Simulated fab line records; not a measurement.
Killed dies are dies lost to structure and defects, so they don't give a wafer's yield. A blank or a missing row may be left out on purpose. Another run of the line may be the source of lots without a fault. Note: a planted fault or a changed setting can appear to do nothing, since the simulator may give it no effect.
Which tool is to blame? -- flow gf180mcu -- 39 wafers from 13 lots sampled at 4 of the route's 602 steps

## WHAT THE GAUGES READ, wafer by wafer
GF_SAB_CD_MEAS_09: target cd 420 nm.
lot,measured,on,cd-nm (nm)
L150,day 15 06:01,cd-sem-02,422.2 419.3 421.6
L151,day 15 11:28,cd-sem-01,416.1 417.6 417.3
L152,day 15 21:02,cd-sem-02,419.5 417.7 421.5
L154,day 16 18:14,cd-sem-02,424.5 424.9 427.4
L155,day 17 04:08,cd-sem-01,417.4 417.7 418.0
L163,day 19 22:33,cd-sem-01,418.1 417.5 418.2
L164,day 20 05:53,cd-sem-01,419.5 419.9 420.8
L165,day 20 16:16,cd-sem-01,416.4 419.0 416.1
L167,day 20 22:55,cd-sem-01,422.4 421.1 418.5
L168,day 21 11:31,cd-sem-01,420.0 419.7 419.2
L169,day 22 04:35,cd-sem-01,423.0 422.2 422.1
L171,day 22 16:37,cd-sem-02,418.2 419.7 418.8
L173,day 23 03:15,cd-sem-01,418.0 419.2 419.8

GF_SALICIDE_THK_MEAS_05: measures by xrf.
lot,measured,on,SALICIDE_TIN_THK (nm)
L150,day 15 06:41,film-metro-04,19.73 19.75 19.70
L151,day 15 12:08,film-metro-04,20.22 19.75 20.03
L152,day 15 21:44,film-metro-01,20.04 20.47 20.02
L154,day 16 18:55,film-metro-03,19.69 19.73 19.92
L155,day 17 04:48,film-metro-03,19.36 19.54 19.53
L163,day 19 23:13,film-metro-01,20.15 19.91 20.00
L164,day 20 06:37,film-metro-04,19.63 19.68 19.60
L165,day 20 17:07,film-metro-04,19.75 19.54 19.62
L167,day 20 23:37,film-metro-04,19.64 19.93 20.17
L168,day 21 12:19,film-metro-01,19.70 19.92 19.92
L169,day 22 05:16,film-metro-03,19.49 19.68 19.36
L171,day 22 17:17,film-metro-03,19.73 19.78 19.64
L173,day 23 03:54,film-metro-03,19.84 19.99 19.74

## WHICH TOOL RAN EACH LOT (tool, then ch and the chambers of the sampled wafers, then the start)
lot,GF_SAB_DEVELOP_08,GF_SALICIDE_SPUTTER_02
L150,"litho-track-01 ch 0, day 15 05:46","pvd-sputter-01, day 15 06:31"
L151,"litho-track-01 ch 0, day 15 11:19","pvd-sputter-04, day 15 11:56"
L152,"litho-track-01 ch 0, day 15 20:53","pvd-sputter-01, day 15 21:33"
L154,"litho-track-01 ch 0, day 16 18:05","pvd-sputter-02, day 16 18:44"
L155,"litho-track-02 ch 0, day 17 04:00","pvd-sputter-02, day 17 04:37"
L163,"litho-track-04 ch 0, day 19 22:24","pvd-sputter-04, day 19 23:02"
L164,"litho-track-04 ch 0, day 20 05:44","pvd-sputter-02, day 20 06:26"
L165,"litho-track-04 ch 0, day 20 16:07","pvd-sputter-02, day 20 16:56"
L167,"litho-track-01 ch 0, day 20 22:46","pvd-sputter-01, day 20 23:26"
L168,"litho-track-04 ch 0, day 21 11:22","pvd-sputter-02, day 21 12:09"
L169,"litho-track-01 ch 0, day 22 04:26","pvd-sputter-02, day 22 05:05"
L171,"litho-track-04 ch 0, day 22 16:28","pvd-sputter-04, day 22 17:07"
L173,"litho-track-01 ch 0, day 23 03:07","pvd-sputter-04, day 23 03:41"
- GF_SAB_DEVELOP_08: develop time 60 s.
- GF_SALICIDE_SPUTTER_02: material Co, target thk 10 nm, time 20 s.

## WHAT THE TOOLS THEMSELVES READ (means of the sampled wafers that have a number; where no wafer has one, the mark that the record gives instead)
GF_SALICIDE_SPUTTER_02.
lot,tool,chamber-pressure-pa (Pa),throttle-valve-pct (%)
L150,pvd-sputter-01,0.3998,29.3
L151,pvd-sputter-04,0.4001,28.7
L152,pvd-sputter-01,0.3999,30.0
L154,pvd-sputter-02,0.4000,30.3
L155,pvd-sputter-02,0.4004,30.0
L163,pvd-sputter-04,0.4002,29.5
L164,pvd-sputter-02,0.4001,30.6
L165,pvd-sputter-02,0.3996,30.6
L167,pvd-sputter-01,0.4001,29.7
L168,pvd-sputter-02,0.3995,29.5
L169,pvd-sputter-02,0.4005,30.0
L171,pvd-sputter-04,0.4007,30.8
L173,pvd-sputter-04,0.3996,29.6

## THE ANSWER, worked out from the rows above alone
Rule: usual is defined by the lots themselves. The widest of any qualifying gaps counts: lots, ordered by their means at a reading, are off when they make up no more than a third of the lots, leave a main group of 4 or more, and stand apart from it by 3 or more times the standard deviation of that group's means. If all means in a main group match to the digits the tables above print for the reading, that group is not used. Also off: a lot with no number at a reading for which 4 or more lots have one. Where the step has rows for the other lots, those lots are counted as sound. Order of review: gauges by route order, followed by the tools' own readings, for which a lot's mean as printed above is used. The first step at which some lot is off is used, and at that step the reading that is off furthest; a lot without a number counts as furthest.
None of the lots is off at any reading shown; this tells nothing.

## WHAT THE SIMULATOR HAD PUT IN
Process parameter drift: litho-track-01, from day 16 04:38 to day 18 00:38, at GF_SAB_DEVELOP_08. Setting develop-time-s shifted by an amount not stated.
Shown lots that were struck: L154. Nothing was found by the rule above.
